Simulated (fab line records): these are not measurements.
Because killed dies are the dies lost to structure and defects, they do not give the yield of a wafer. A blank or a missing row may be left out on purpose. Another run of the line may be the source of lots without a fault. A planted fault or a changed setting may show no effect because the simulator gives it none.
A struck lot beside a sound one :: flow sky130 :: 42 out of 708 route steps
Sound: the wafers L636.1, L636.3, L636.6. Struck: wafers L642.2, L642.3, L642.6. The cause is named last.
For every step that has rows: the tool of each side, followed by ch and its chambers, followed by its first start. Under that, the readings that differ: sound wafers :: struck wafers :: difference of the means :: sigmas: that difference in standard deviations of wafers without a fault.
alike: same words and numbers on both sides, and readings whose means sit less than 2 such deviations apart. not compared: any withheld reading, any reading some wafer has no value for, any bound like >300 that may hide the same value, and any number with overlapping values for which the record gives no deviation.
The two part at a step that has a row with sigmas, a row that says differs or no value, or rows on one side only. Numbers that have no deviation but don't overlap get no sigmas and don't part them. A reading missing from all wafers of one side parts the sides only when that side holds two or more wafers.

SKY_NWELL_TW_MEAS_15:
  struck on film_metro-02, day 6 00:55; sound on film_metro-03, day 4 11:52
reading: NWELL_TW
sound: 1802 1815 1800
struck: 1841 1837 1834
difference: +32
sigmas: +2
then, 7 steps without rows for these wafers: SKY_NWELL_DEHYDRATE_16 (time 60 s); SKY_NWELL_HMDS_17 (prime time 60 s); SKY_NWELL_COAT_18 (resist thk 3000 nm); SKY_NWELL_SOFTBAKE_19; SKY_NWELL_EXPOSE_20 (exposes mask NWM COMPLEMENT, target cd 840 nm); SKY_NWELL_PEB_21; SKY_NWELL_DEVELOP_22 (develop time 60 s).
SKY_NWELL_OVL_MEAS_23:
  struck on overlay-01, day 6 20:27; sound on overlay-01, day 5 04:59
  alike: NWELL_01_OVL
next, for these wafers, 1 step has no rows: SKY_NWELL_IMPLANT_24.
SKY_NWELL_STRIP_25: strips in O2/N2.
  sound on plasma_asher-02 ch 0,1, day 5 05:11; struck on plasma_asher-04 ch 0,1, day 6 20:38
reading: drypump_motor_current_A (A)
sound: 5.2 5.1 5.1
struck: 6.3 6.2 5.6
difference: +0.9
sigmas: +2
  alike: o2_flow_sccm, oes_product_au, strip_time_to_endpoint_s
  not compared: rf_hours_counter_h
SKY_NWELL_TW_MEAS_26:
  struck on film_metro-04, day 6 20:44; sound on film_metro-02, day 5 05:17
reading: NWELL_2_TW
sound: 504 505 505
struck: 495 495 496
difference: -9
sigmas: -2
SKY_NWELL_CLEAN_27: cleans in SC1/SC2, time 150 s.
  sound on wet_bench-01 ch 3, day 5 05:20; struck on wet_bench-02 ch 2, day 6 20:47
SKY_NWELL_RTA_28: time 30 s.
  sound on rtp_anneal-01 ch 0, day 5 05:23; struck on rtp_anneal-02 ch 0, day 6 20:54
  alike: lamp_power_pct, wafer_temp_C_max
SKY_NWELL_RS_MEAS_29: uses a four-point probe to measure.
  struck on film_metro-03, day 6 21:01; sound on film_metro-03, day 5 05:29
  alike: NWELL_RS
SKY_NWELL_RS_MEAS_31: uses a four-point probe to measure.
  struck on film_metro-03, day 6 21:15; sound on film_metro-03, day 5 05:44
  alike: PWDE_RS
then, 7 steps without rows for these wafers: SKY_VT_ADJUST_HVTP_DEHYDRATE_00 (time 60 s); SKY_VT_ADJUST_HVTP_HMDS_01 (prime time 60 s); SKY_VT_ADJUST_HVTP_COAT_02 (resist thk 1140 nm); SKY_VT_ADJUST_HVTP_SOFTBAKE_03 (time 60 s); SKY_VT_ADJUST_HVTP_EXPOSE_04 (exposes mask HVTPM, target cd 380 nm); SKY_VT_ADJUST_HVTP_PEB_05; SKY_VT_ADJUST_HVTP_DEVELOP_06 (develop time 60 s).
SKY_VT_ADJUST_HVTP_CD_MEAS_07: the cd target is 380 nm.
  struck on cd_sem-02, day 7 16:31; sound on cd_sem-02, day 5 23:50
  alike: cd_nm
SKY_VT_ADJUST_HVTP_OVL_MEAS_08:
  struck on overlay-01, day 7 16:37; sound on overlay-01, day 5 23:58
  alike: VT_ADJUST_HVTP_OVL
next, for these wafers, 1 step has no rows: SKY_VT_ADJUST_HVTP_IMPLANT_09.
SKY_VT_ADJUST_HVTP_STRIP_10: strips in O2/N2.
  sound on plasma_asher-04 ch 0,1, day 6 00:09; struck on plasma_asher-03 ch 1, day 7 16:48
reading: strip_time_to_endpoint_s (s)
sound: 14.14 14.17 14.16
struck: 14.25 14.23 14.25
difference: +0.09
sigmas: +2
  alike: drypump_motor_current_A, o2_flow_sccm, oes_product_au
  not compared: rf_hours_counter_h
SKY_VT_ADJUST_HVTP_TW_MEAS_11:
  struck on film_metro-03, day 7 16:55; sound on film_metro-03, day 6 00:15
  alike: VT_ADJUST_HVTP_TW
then, 7 steps without rows for these wafers: SKY_VT_ADJUST_LVTN_DEHYDRATE_00 (time 60 s); SKY_VT_ADJUST_LVTN_HMDS_01 (prime time 60 s); SKY_VT_ADJUST_LVTN_COAT_02 (resist thk 3000 nm); SKY_VT_ADJUST_LVTN_SOFTBAKE_03; SKY_VT_ADJUST_LVTN_EXPOSE_04 (exposes mask NWM COMPLEMENT LESS NATIVE, target cd 840 nm); SKY_VT_ADJUST_LVTN_PEB_05; SKY_VT_ADJUST_LVTN_DEVELOP_06 (develop time 60 s).
SKY_VT_ADJUST_LVTN_OVL_MEAS_07:
  struck on overlay-02, day 8 13:38; sound on overlay-01, day 6 19:29
  alike: VT_ADJUST_LVTN_OVL
next, for these wafers, 1 step has no rows: SKY_VT_ADJUST_LVTN_IMPLANT_08.
SKY_VT_ADJUST_LVTN_STRIP_09: strips in O2/N2.
  sound on plasma_asher-03 ch 0,1, day 6 19:41; struck on plasma_asher-02 ch 0,1, day 8 13:49
  alike: drypump_motor_current_A, o2_flow_sccm, oes_product_au, strip_time_to_endpoint_s
  not compared: rf_hours_counter_h
SKY_VT_ADJUST_LVTN_TW_MEAS_10:
  struck on film_metro-01, day 8 13:55; sound on film_metro-01, day 6 19:47
  alike: VT_ADJUST_LVTN_TW
then, 2 steps without rows for these wafers: SKY_VT_ADJUST_LVTN_DEHYDRATE_11 (time 60 s); SKY_VT_ADJUST_LVTN_HMDS_12 (prime time 60 s).
-- here the record skips 39 days between the struck wafers' starts before and after, leaving off in module VT_ADJUST_LVTN and picking up in module PAD_OPEN (first step shown: number 708 of the route) --
SKY_PAD_OPEN_PROBE_99:
  struck on prober-02, day 47 16:23; sound on prober-02, day 45 22:09
reading: hold
sound: - - -
struck: await_dispo/4.4h/release await_dispo/4.4h/release await_dispo/4.4h/release
difference: no value on the sound wafers
sigmas: 

reading: killed_at_front_end
sound: 14 15 9
struck: 65 49 62
difference: +46
sigmas: +11

reading: killed_dies
sound: 87 98 85
struck: 135 111 122
difference: +33
sigmas: +3
  alike: killed_at_M0_to_M3, killed_at_M4_up, killed_at_contacts, killed_at_other, killed_open, killed_short

WHERE THEY PART
At SKY_NWELL_TW_MEAS_15 first; at SKY_PAD_OPEN_PROBE_99 last (within this record only).

WHY: what the simulator had put in
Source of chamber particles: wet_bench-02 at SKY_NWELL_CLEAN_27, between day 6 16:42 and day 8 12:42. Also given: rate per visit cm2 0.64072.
